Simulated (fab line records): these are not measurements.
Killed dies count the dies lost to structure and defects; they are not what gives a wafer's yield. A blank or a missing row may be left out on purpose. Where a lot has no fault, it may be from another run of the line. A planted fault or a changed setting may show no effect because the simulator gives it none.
Which tool did it? + flow gf180mcu + 14 lots, 42 wafers sampled, at 3 steps of a route of 602

## WHAT THE GAUGES SHOWED, per wafer
GF_LVPWELL_TW_MEAS_11. Usual: LVPWELL_TW typically reads 558, with standard deviation 3.2.
| lot  | measured    | on            | LVPWELL_TW  | flag |
|------|-------------|---------------|-------------|------|
| L886 | day 3 20:29 | film-metro-04 | 565 562 559 |      |
| L888 | day 4 07:20 | film-metro-01 | 555 552 554 |      |
| L889 | day 4 13:31 | film-metro-01 | 554 556 557 |      |
| L890 | day 4 21:46 | film-metro-01 | 553 556 556 |      |
| L892 | day 5 05:08 | film-metro-01 | 557 554 560 |      |
| L893 | day 5 14:19 | film-metro-02 | 525 523 521 | OFF  |
| L894 | day 5 23:20 | film-metro-02 | 523 523 522 | OFF  |
| L895 | day 6 11:25 | film-metro-01 | 558 560 558 |      |
| L904 | day 8 03:55 | film-metro-04 | 559 562 561 |      |
| L903 | day 8 03:58 | film-metro-01 | 554 556 554 |      |
| L905 | day 8 16:28 | film-metro-02 | 564 560 564 |      |
| L906 | day 8 16:36 | film-metro-01 | 555 556 555 |      |
| L907 | day 8 19:56 | film-metro-02 | 557 563 560 |      |
| L908 | day 9 02:08 | film-metro-02 | 557 556 561 |      |

GF_VT_IMPLANT_RS_MEAS_48: measures by four-point-probe. Usual: LVPWELL_RS typically reads 1197 ohm/sq, with standard deviation 3.3.
| lot  | measured     | on            | LVPWELL_RS (ohm/sq) | flag |
|------|--------------|---------------|---------------------|------|
| L886 | day 7 10:28  | film-metro-02 | 1199 1198 1202      |      |
| L888 | day 7 22:20  | film-metro-04 | 1191 1197 1196      |      |
| L889 | day 8 06:44  | film-metro-01 | 1193 1191 1190      |      |
| L890 | day 8 15:35  | film-metro-01 | 1194 1193 1195      |      |
| L892 | day 9 03:24  | film-metro-02 | 1194 1197 1196      |      |
| L893 | day 9 11:55  | film-metro-02 | 1532 1537 1536      | OFF  |
| L894 | day 10 01:38 | film-metro-04 | 1541 1546 1538      | OFF  |
| L895 | day 10 14:57 | film-metro-04 | 1197 1197 1198      |      |
| L904 | day 12 14:59 | film-metro-02 | 1197 1199 1196      |      |
| L903 | day 12 16:16 | film-metro-04 | 1196 1198 1201      |      |
| L905 | day 13 08:07 | film-metro-01 | 1196 1197 1196      |      |
| L906 | day 13 08:40 | film-metro-02 | 1198 1201 1197      |      |
| L907 | day 13 10:09 | film-metro-01 | 1198 1194 1197      |      |
| L908 | day 13 18:19 | film-metro-04 | 1200 1204 1198      |      |

## WHAT TOOL EACH LOT RAN ON (gives the tool, then ch and the chambers of the sampled wafers, and finally the start)
| lot  | GF_LVPWELL_IMPLANT_09          |
|------|--------------------------------|
| L886 | implanter-03 ch 0, day 3 20:14 |
| L888 | implanter-03 ch 0, day 4 07:07 |
| L889 | implanter-03 ch 0, day 4 13:17 |
| L890 | implanter-04 ch 0, day 4 21:31 |
| L892 | implanter-04 ch 0, day 5 04:55 |
| L893 | implanter-04, day 5 14:04      |
| L894 | implanter-02, day 5 23:07      |
| L895 | implanter-04 ch 0, day 6 11:10 |
| L904 | implanter-02 ch 0, day 8 03:41 |
| L903 | implanter-04 ch 0, day 8 03:44 |
| L905 | implanter-03 ch 0, day 8 16:13 |
| L906 | implanter-04 ch 0, day 8 16:22 |
| L907 | implanter-02 ch 0, day 8 19:43 |
| L908 | implanter-03 ch 0, day 9 01:56 |
- GF_LVPWELL_IMPLANT_09

## WHAT THE TOOLS THEMSELVES READ (means of the sampled wafers that have a number; where no wafer has one, the mark that the record gives instead)
GF_LVPWELL_IMPLANT_09. Usual: beam-energy-keV 60.003, standard deviation 0.018; beam-on-s 10.00 s, standard deviation 0.2.
| lot  | tool         | beam-energy-keV | beam-on-s (s) | flag |
|------|--------------|-----------------|---------------|------|
| L886 | implanter-03 | 59.992          | 10.08         |      |
| L888 | implanter-03 | 60.019          | 9.96          |      |
| L889 | implanter-03 | 59.999          | 9.94          |      |
| L890 | implanter-04 | 60.034          | 10.13         |      |
| L892 | implanter-04 | 60.015          | 10.06         |      |
| L893 | implanter-04 | -               | -             | OFF  |
| L894 | implanter-02 | -               | -             | OFF  |
| L895 | implanter-04 | 60.035          | 10.08         |      |
| L904 | implanter-02 | 59.999          | 10.00         |      |
| L903 | implanter-04 | 59.992          | 9.95          |      |
| L905 | implanter-03 | 60.000          | 9.91          |      |
| L906 | implanter-04 | 59.987          | 10.05         |      |
| L907 | implanter-02 | 60.018          | 9.92          |      |
| L908 | implanter-03 | 60.003          | 10.03         |      |

## THE ANSWER, worked out from the rows above alone
Rule: a lot is off if the mean of its wafers that have a number lies more than 3 standard deviations from the usual mean. A lot without any number at a reading at which 4 lots or more have one is off too. All remaining lots with rows at the step are treated as sound. The gauges are gone through in route order, then the tools' own readings, and for those a lot's mean is taken as printed above. At the first step where some lot is off, the reading lying furthest off is the one used; lots without a number count as furthest.
Off: L893, L894, seen at GF_LVPWELL_TW_MEAS_11 (LVPWELL_TW).
A tool fits if, at a process step before that reading, it ran every lot that is off, and no sound lot after the first of them. Not tried: the gauges at GF_LVPWELL_TW_MEAS_11; whatever is off there is also off at GF_LVPWELL_IMPLANT_09, on other tools, and gauge error can't account for it. No candidate that was tried fits.

## WHAT THE SIMULATOR PUT IN
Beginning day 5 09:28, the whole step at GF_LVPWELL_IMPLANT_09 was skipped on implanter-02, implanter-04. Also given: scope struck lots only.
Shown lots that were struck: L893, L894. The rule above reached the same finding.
